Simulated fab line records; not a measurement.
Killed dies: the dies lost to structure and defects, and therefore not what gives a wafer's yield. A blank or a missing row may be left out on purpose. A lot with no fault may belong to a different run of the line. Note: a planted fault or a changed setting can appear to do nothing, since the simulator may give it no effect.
Which tool did it? || flow sky130 || 34 wafers from 12 lots sampled at 5 of the route's 708 steps

## WHAT THE GAUGES SHOWED, per wafer
The record holds no reading of a measuring or inspecting step that can be judged against a usual standard deviation.

## WHICH TOOL RAN EACH LOT (tool, then ch and the chambers of the sampled wafers, then the start)
{"lot": "L255", "SKY_FIELD_ISO_ETCH_17": "rie_si-01 ch 0,3, day 2 04:17", "SKY_DNWELL_STRIP_08": "plasma_asher-01 ch 0,1, day 3 05:08", "SKY_VIA1_CMP_24": "cmp-01 ch 0,2,3, day 34 00:59", "SKY_METAL3_ETCH_16": "rie_metal-02 ch 0,1, day 38 13:36", "SKY_PAD_OPEN_PROBE_99": "-"}
{"lot": "L256", "SKY_FIELD_ISO_ETCH_17": "rie_si-01 ch 0,1, day 2 12:11", "SKY_DNWELL_STRIP_08": "plasma_asher-04 ch 0,1, day 3 10:08", "SKY_VIA1_CMP_24": "cmp-02 ch 1,3, day 34 05:17", "SKY_METAL3_ETCH_16": "rie_metal-02 ch 0,1, day 38 17:09", "SKY_PAD_OPEN_PROBE_99": "prober-01, day 45 22:58"}
{"lot": "L257", "SKY_FIELD_ISO_ETCH_17": "rie_si-02 ch 0,2,3, day 2 16:33", "SKY_DNWELL_STRIP_08": "plasma_asher-01 ch 0,1, day 3 15:47", "SKY_VIA1_CMP_24": "cmp-01 ch 0,1,3, day 34 14:11", "SKY_METAL3_ETCH_16": "rie_metal-04 ch 0,1, day 39 01:07", "SKY_PAD_OPEN_PROBE_99": "-"}
{"lot": "L258", "SKY_FIELD_ISO_ETCH_17": "rie_si-02 ch 0,1,2, day 2 23:50", "SKY_DNWELL_STRIP_08": "plasma_asher-01 ch 0,1, day 3 23:16", "SKY_VIA1_CMP_24": "cmp-02 ch 0,3, day 35 12:26", "SKY_METAL3_ETCH_16": "rie_metal-02 ch 0,1, day 39 22:32", "SKY_PAD_OPEN_PROBE_99": "-"}
{"lot": "L267", "SKY_FIELD_ISO_ETCH_17": "rie_si-02 ch 1,2,3, day 4 18:50", "SKY_DNWELL_STRIP_08": "plasma_asher-01 ch 0, day 5 20:14", "SKY_VIA1_CMP_24": "cmp-02 ch 0,1,2, day 38 03:38", "SKY_METAL3_ETCH_16": "rie_metal-01 ch 0,1, day 42 09:10", "SKY_PAD_OPEN_PROBE_99": "-"}
{"lot": "L269", "SKY_FIELD_ISO_ETCH_17": "rie_si-02 ch 1,2, day 5 07:05", "SKY_DNWELL_STRIP_08": "plasma_asher-02 ch 0,1, day 6 07:59", "SKY_VIA1_CMP_24": "cmp-02 ch 0,1, day 38 08:25", "SKY_METAL3_ETCH_16": "rie_metal-02 ch 0, day 42 14:15", "SKY_PAD_OPEN_PROBE_99": "-"}
{"lot": "L270", "SKY_FIELD_ISO_ETCH_17": "rie_si-02 ch 1,2, day 5 12:26", "SKY_DNWELL_STRIP_08": "plasma_asher-04 ch 1, day 6 14:35", "SKY_VIA1_CMP_24": "cmp-01 ch 0,2, day 38 20:38", "SKY_METAL3_ETCH_16": "rie_metal-04 ch 0,1, day 43 02:30", "SKY_PAD_OPEN_PROBE_99": "-"}
{"lot": "L272", "SKY_FIELD_ISO_ETCH_17": "rie_si-01 ch 0,1,2, day 5 21:38", "SKY_DNWELL_STRIP_08": "plasma_asher-02 ch 0,1, day 7 05:53", "SKY_VIA1_CMP_24": "cmp-01 ch 0,1,2, day 39 10:41", "SKY_METAL3_ETCH_16": "rie_metal-02 ch 0,1, day 43 15:40", "SKY_PAD_OPEN_PROBE_99": "-"}
{"lot": "L274", "SKY_FIELD_ISO_ETCH_17": "rie_si-01 ch 0,3, day 6 07:32", "SKY_DNWELL_STRIP_08": "plasma_asher-02 ch 0,1, day 7 12:28", "SKY_VIA1_CMP_24": "cmp-01 ch 1,3, day 40 05:38", "SKY_METAL3_ETCH_16": "rie_metal-02 ch 0,1, day 44 08:04", "SKY_PAD_OPEN_PROBE_99": "-"}
{"lot": "L275", "SKY_FIELD_ISO_ETCH_17": "rie_si-01 ch 0,1,3, day 6 12:33", "SKY_DNWELL_STRIP_08": "plasma_asher-01 ch 0,1, day 7 18:38", "SKY_VIA1_CMP_24": "cmp-01 ch 0,2, day 40 09:33", "SKY_METAL3_ETCH_16": "rie_metal-01 ch 0,1, day 44 12:22", "SKY_PAD_OPEN_PROBE_99": "-"}
{"lot": "L277", "SKY_FIELD_ISO_ETCH_17": "rie_si-01 ch 0,1, day 7 01:47", "SKY_DNWELL_STRIP_08": "plasma_asher-04 ch 0,1, day 8 05:26", "SKY_VIA1_CMP_24": "cmp-01 ch 0,3, day 40 22:25", "SKY_METAL3_ETCH_16": "rie_metal-02 ch 0,1, day 45 00:33", "SKY_PAD_OPEN_PROBE_99": "-"}
{"lot": "L278", "SKY_FIELD_ISO_ETCH_17": "rie_si-01 ch 1,2, day 7 06:24", "SKY_DNWELL_STRIP_08": "plasma_asher-02 ch 0,1, day 8 10:16", "SKY_VIA1_CMP_24": "cmp-01 ch 0,1, day 41 02:05", "SKY_METAL3_ETCH_16": "rie_metal-04 ch 0,1, day 45 03:38", "SKY_PAD_OPEN_PROBE_99": "-"}
- SKY_FIELD_ISO_ETCH_17: etches Si in HBr/Cl2/O2, target depth 342 nm, time 97.7 s.
- SKY_DNWELL_STRIP_08: strips in O2/N2.
- SKY_VIA1_CMP_24: polishes, stops on SiO2, t overpolish 15 s, target thk 0 nm.
- SKY_METAL3_ETCH_16: etches BARC in N2/H2, stops on SiO2, time 88.2 s, target depth 60 nm.
- SKY_PAD_OPEN_PROBE_99

## WHAT THE TOOLS THEMSELVES READ (means of the sampled wafers that have a number; where no wafer has one, the mark that the record gives instead)
SKY_FIELD_ISO_ETCH_17. Usual: drypump_motor_current_A 5.8 A, standard deviation 0.57; mfc_cl2_sccm 40.01 sccm, standard deviation 0.11; oes_product_au 0.993 a.u., standard deviation 0.014; throttle_valve_pct 25.660 %, standard deviation 0.013.
{"lot": "L255", "tool": "rie_si-01", "drypump_motor_current_A (A)": 5.2, "mfc_cl2_sccm (sccm)": 40.00, "oes_product_au (a.u.)": 0.988, "throttle_valve_pct (%)": 25.662, "flag": ""}
{"lot": "L256", "tool": "rie_si-01", "drypump_motor_current_A (A)": 5.6, "mfc_cl2_sccm (sccm)": 40.05, "oes_product_au (a.u.)": 0.986, "throttle_valve_pct (%)": 25.668, "flag": ""}
{"lot": "L257", "tool": "rie_si-02", "drypump_motor_current_A (A)": 6.0, "mfc_cl2_sccm (sccm)": 39.97, "oes_product_au (a.u.)": 1.000, "throttle_valve_pct (%)": 25.661, "flag": ""}
{"lot": "L258", "tool": "rie_si-02", "drypump_motor_current_A (A)": 6.0, "mfc_cl2_sccm (sccm)": 40.10, "oes_product_au (a.u.)": 1.000, "throttle_valve_pct (%)": 25.657, "flag": ""}
{"lot": "L267", "tool": "rie_si-02", "drypump_motor_current_A (A)": 6.0, "mfc_cl2_sccm (sccm)": 39.98, "oes_product_au (a.u.)": 1.153, "throttle_valve_pct (%)": 25.554, "flag": "OFF"}
{"lot": "L269", "tool": "rie_si-02", "drypump_motor_current_A (A)": 5.8, "mfc_cl2_sccm (sccm)": 39.91, "oes_product_au (a.u.)": 1.108, "throttle_valve_pct (%)": 25.581, "flag": "OFF"}
{"lot": "L270", "tool": "rie_si-02", "drypump_motor_current_A (A)": 5.7, "mfc_cl2_sccm (sccm)": 40.05, "oes_product_au (a.u.)": 1.211, "throttle_valve_pct (%)": 25.517, "flag": "OFF"}
{"lot": "L272", "tool": "rie_si-01", "drypump_motor_current_A (A)": 5.5, "mfc_cl2_sccm (sccm)": 40.02, "oes_product_au (a.u.)": 0.982, "throttle_valve_pct (%)": 25.674, "flag": ""}
{"lot": "L274", "tool": "rie_si-01", "drypump_motor_current_A (A)": 5.2, "mfc_cl2_sccm (sccm)": 40.11, "oes_product_au (a.u.)": 0.999, "throttle_valve_pct (%)": 25.656, "flag": ""}
{"lot": "L275", "tool": "rie_si-01", "drypump_motor_current_A (A)": 5.4, "mfc_cl2_sccm (sccm)": 40.07, "oes_product_au (a.u.)": 0.988, "throttle_valve_pct (%)": 25.659, "flag": ""}
{"lot": "L277", "tool": "rie_si-01", "drypump_motor_current_A (A)": 5.6, "mfc_cl2_sccm (sccm)": 39.94, "oes_product_au (a.u.)": 0.991, "throttle_valve_pct (%)": 25.662, "flag": ""}
{"lot": "L278", "tool": "rie_si-01", "drypump_motor_current_A (A)": 5.5, "mfc_cl2_sccm (sccm)": 40.07, "oes_product_au (a.u.)": 0.983, "throttle_valve_pct (%)": 25.666, "flag": ""}

SKY_DNWELL_STRIP_08. Usual: drypump_motor_current_A 5.7 A, standard deviation 0.36; oes_product_au 0.723 a.u., standard deviation 0.0044; strip_time_to_endpoint_s 36.97 s, standard deviation 0.11.
{"lot": "L255", "tool": "plasma_asher-01", "drypump_motor_current_A (A)": 5.7, "oes_product_au (a.u.)": 0.724, "strip_time_to_endpoint_s (s)": 36.88, "flag": ""}
{"lot": "L256", "tool": "plasma_asher-04", "drypump_motor_current_A (A)": 5.8, "oes_product_au (a.u.)": 0.723, "strip_time_to_endpoint_s (s)": 36.95, "flag": ""}
{"lot": "L257", "tool": "plasma_asher-01", "drypump_motor_current_A (A)": 5.6, "oes_product_au (a.u.)": 0.728, "strip_time_to_endpoint_s (s)": 36.85, "flag": ""}
{"lot": "L258", "tool": "plasma_asher-01", "drypump_motor_current_A (A)": 5.7, "oes_product_au (a.u.)": 0.723, "strip_time_to_endpoint_s (s)": 37.06, "flag": ""}
{"lot": "L267", "tool": "plasma_asher-01", "drypump_motor_current_A (A)": 5.4, "oes_product_au (a.u.)": 0.724, "strip_time_to_endpoint_s (s)": 37.03, "flag": ""}
{"lot": "L269", "tool": "plasma_asher-02", "drypump_motor_current_A (A)": 5.8, "oes_product_au (a.u.)": 0.724, "strip_time_to_endpoint_s (s)": 37.02, "flag": ""}
{"lot": "L270", "tool": "plasma_asher-04", "drypump_motor_current_A (A)": 5.5, "oes_product_au (a.u.)": 0.719, "strip_time_to_endpoint_s (s)": 36.89, "flag": ""}
{"lot": "L272", "tool": "plasma_asher-02", "drypump_motor_current_A (A)": 5.9, "oes_product_au (a.u.)": 0.720, "strip_time_to_endpoint_s (s)": 37.11, "flag": ""}
{"lot": "L274", "tool": "plasma_asher-02", "drypump_motor_current_A (A)": 5.9, "oes_product_au (a.u.)": 0.723, "strip_time_to_endpoint_s (s)": 36.91, "flag": ""}
{"lot": "L275", "tool": "plasma_asher-01", "drypump_motor_current_A (A)": 5.6, "oes_product_au (a.u.)": 0.724, "strip_time_to_endpoint_s (s)": 36.93, "flag": ""}
{"lot": "L277", "tool": "plasma_asher-04", "drypump_motor_current_A (A)": 5.7, "oes_product_au (a.u.)": 0.724, "strip_time_to_endpoint_s (s)": 36.99, "flag": ""}
{"lot": "L278", "tool": "plasma_asher-02", "drypump_motor_current_A (A)": 5.6, "oes_product_au (a.u.)": 0.725, "strip_time_to_endpoint_s (s)": 37.06, "flag": ""}

SKY_VIA1_CMP_24. Usual: head_pressure_psi 3.499 psi, standard deviation 0.0064; motor_current_A 10.1 A, standard deviation 0.94; overpolish_run_s 15.001 s, standard deviation 0.01; time_to_endpoint_s 65.8 s, standard deviation 2.4.
{"lot": "L255", "tool": "cmp-01", "head_pressure_psi (psi)": 3.503, "motor_current_A (A)": 9.9, "overpolish_run_s (s)": 15.004, "time_to_endpoint_s (s)": 65.9, "flag": ""}
{"lot": "L256", "tool": "cmp-02", "head_pressure_psi (psi)": 3.505, "motor_current_A (A)": 10.7, "overpolish_run_s (s)": 15.016, "time_to_endpoint_s (s)": 65.2, "flag": ""}
{"lot": "L257", "tool": "cmp-01", "head_pressure_psi (psi)": 3.506, "motor_current_A (A)": 10.5, "overpolish_run_s (s)": 15.012, "time_to_endpoint_s (s)": 68.1, "flag": ""}
{"lot": "L258", "tool": "cmp-02", "head_pressure_psi (psi)": 3.500, "motor_current_A (A)": 9.6, "overpolish_run_s (s)": 15.003, "time_to_endpoint_s (s)": 64.7, "flag": ""}
{"lot": "L267", "tool": "cmp-02", "head_pressure_psi (psi)": 3.494, "motor_current_A (A)": 9.8, "overpolish_run_s (s)": 15.006, "time_to_endpoint_s (s)": 65.9, "flag": ""}
{"lot": "L269", "tool": "cmp-02", "head_pressure_psi (psi)": 3.499, "motor_current_A (A)": 10.4, "overpolish_run_s (s)": 14.988, "time_to_endpoint_s (s)": 64.0, "flag": ""}
{"lot": "L270", "tool": "cmp-01", "head_pressure_psi (psi)": 3.498, "motor_current_A (A)": 9.7, "overpolish_run_s (s)": 15.008, "time_to_endpoint_s (s)": 65.8, "flag": ""}
{"lot": "L272", "tool": "cmp-01", "head_pressure_psi (psi)": 3.500, "motor_current_A (A)": 10.6, "overpolish_run_s (s)": 15.001, "time_to_endpoint_s (s)": 66.2, "flag": ""}
{"lot": "L274", "tool": "cmp-01", "head_pressure_psi (psi)": 3.499, "motor_current_A (A)": 11.1, "overpolish_run_s (s)": 14.997, "time_to_endpoint_s (s)": 65.6, "flag": ""}
{"lot": "L275", "tool": "cmp-01", "head_pressure_psi (psi)": 3.495, "motor_current_A (A)": 9.8, "overpolish_run_s (s)": 15.000, "time_to_endpoint_s (s)": 62.4, "flag": ""}
{"lot": "L277", "tool": "cmp-01", "head_pressure_psi (psi)": 3.494, "motor_current_A (A)": 9.8, "overpolish_run_s (s)": 14.996, "time_to_endpoint_s (s)": 65.8, "flag": ""}
{"lot": "L278", "tool": "cmp-01", "head_pressure_psi (psi)": 3.499, "motor_current_A (A)": 10.4, "overpolish_run_s (s)": 14.999, "time_to_endpoint_s (s)": 65.5, "flag": ""}

SKY_METAL3_ETCH_16. Usual: drypump_motor_current_A 6.1 A, standard deviation 0.51; oes_product_au 0.626 a.u., standard deviation 0.0046; throttle_valve_pct 13.205 %, standard deviation 0.0089.
{"lot": "L255", "tool": "rie_metal-02", "drypump_motor_current_A (A)": 6.4, "oes_product_au (a.u.)": 0.624, "throttle_valve_pct (%)": 13.217, "flag": ""}
{"lot": "L256", "tool": "rie_metal-02", "drypump_motor_current_A (A)": 6.2, "oes_product_au (a.u.)": 0.626, "throttle_valve_pct (%)": 13.203, "flag": ""}
{"lot": "L257", "tool": "rie_metal-04", "drypump_motor_current_A (A)": 6.6, "oes_product_au (a.u.)": 0.627, "throttle_valve_pct (%)": 13.203, "flag": ""}
{"lot": "L258", "tool": "rie_metal-02", "drypump_motor_current_A (A)": 6.2, "oes_product_au (a.u.)": 0.626, "throttle_valve_pct (%)": 13.203, "flag": ""}
{"lot": "L267", "tool": "rie_metal-01", "drypump_motor_current_A (A)": 5.4, "oes_product_au (a.u.)": 0.628, "throttle_valve_pct (%)": 13.207, "flag": ""}
{"lot": "L269", "tool": "rie_metal-02", "drypump_motor_current_A (A)": 6.0, "oes_product_au (a.u.)": 0.625, "throttle_valve_pct (%)": 13.198, "flag": ""}
{"lot": "L270", "tool": "rie_metal-04", "drypump_motor_current_A (A)": 6.6, "oes_product_au (a.u.)": 0.630, "throttle_valve_pct (%)": 13.207, "flag": ""}
{"lot": "L272", "tool": "rie_metal-02", "drypump_motor_current_A (A)": 6.4, "oes_product_au (a.u.)": 0.622, "throttle_valve_pct (%)": 13.202, "flag": ""}
{"lot": "L274", "tool": "rie_metal-02", "drypump_motor_current_A (A)": 6.4, "oes_product_au (a.u.)": 0.630, "throttle_valve_pct (%)": 13.212, "flag": ""}
{"lot": "L275", "tool": "rie_metal-01", "drypump_motor_current_A (A)": 5.4, "oes_product_au (a.u.)": 0.629, "throttle_valve_pct (%)": 13.198, "flag": ""}
{"lot": "L277", "tool": "rie_metal-02", "drypump_motor_current_A (A)": 6.2, "oes_product_au (a.u.)": 0.619, "throttle_valve_pct (%)": 13.212, "flag": ""}
{"lot": "L278", "tool": "rie_metal-04", "drypump_motor_current_A (A)": 6.6, "oes_product_au (a.u.)": 0.625, "throttle_valve_pct (%)": 13.202, "flag": ""}

SKY_PAD_OPEN_PROBE_99. Usual: killed_at_M0_to_M3 44, standard deviation 7.5; killed_at_M4_up 3.2, standard deviation 1.9; killed_at_contacts 23, standard deviation 4.7; killed_at_front_end 15, standard deviation 4.7; killed_at_other 0.4, standard deviation 0.66; killed_dies 87, standard deviation 9.3; killed_open 47, standard deviation 7.2; killed_short 39, standard deviation 6.5.
{"lot": "L256", "tool": "prober-01", "killed_at_M0_to_M3": 34, "killed_at_M4_up": 4.0, "killed_at_contacts": 26, "killed_at_front_end": 14, "killed_at_other": 1.0, "killed_dies": 80, "killed_open": 47, "killed_short": 33, "flag": ""}

## THE ANSWER, worked out from the rows above alone
Rule: a lot counts as off when the mean over its wafers that have a number is more than 3 standard deviations away from the usual mean. Also off: a lot with no number at a reading for which 4 or more lots have one. All remaining lots with rows at the step are treated as sound. After the gauges, taken in route order, come the tools' own readings; for these a lot's mean is taken, as printed above. The first step at which some lot is off is used, and at that step the reading that is off furthest; a lot without a number counts as furthest.
Off, at SKY_FIELD_ISO_ETCH_17 on oes_product_au: L267, L269, L270.
A tool fits if, at that step or a process step before it, it ran every lot that is off, and no sound lot after the first of them. One fits: SKY_FIELD_ISO_ETCH_17 on rie_si-02. Its last sound lot is L258 (day 2 23:50), its first lot that is off L267 (day 4 18:50): a fault that began between those two fits.
The tool's own readings at SKY_FIELD_ISO_ETCH_17 bear it out: on the lots that are off they differ by more than 5 times the standard deviation of the sound lots' means. oes_product_au reads 1.157 a.u. there against 0.991 a.u. on the sound lots; throttle_valve_pct reads 25.551 % there against 25.663 % on the sound lots.

## WHAT HAD BEEN PUT IN BY THE SIMULATOR
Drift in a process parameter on rie_si-02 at SKY_FIELD_ISO_ETCH_17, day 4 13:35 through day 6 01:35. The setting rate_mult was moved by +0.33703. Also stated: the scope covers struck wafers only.
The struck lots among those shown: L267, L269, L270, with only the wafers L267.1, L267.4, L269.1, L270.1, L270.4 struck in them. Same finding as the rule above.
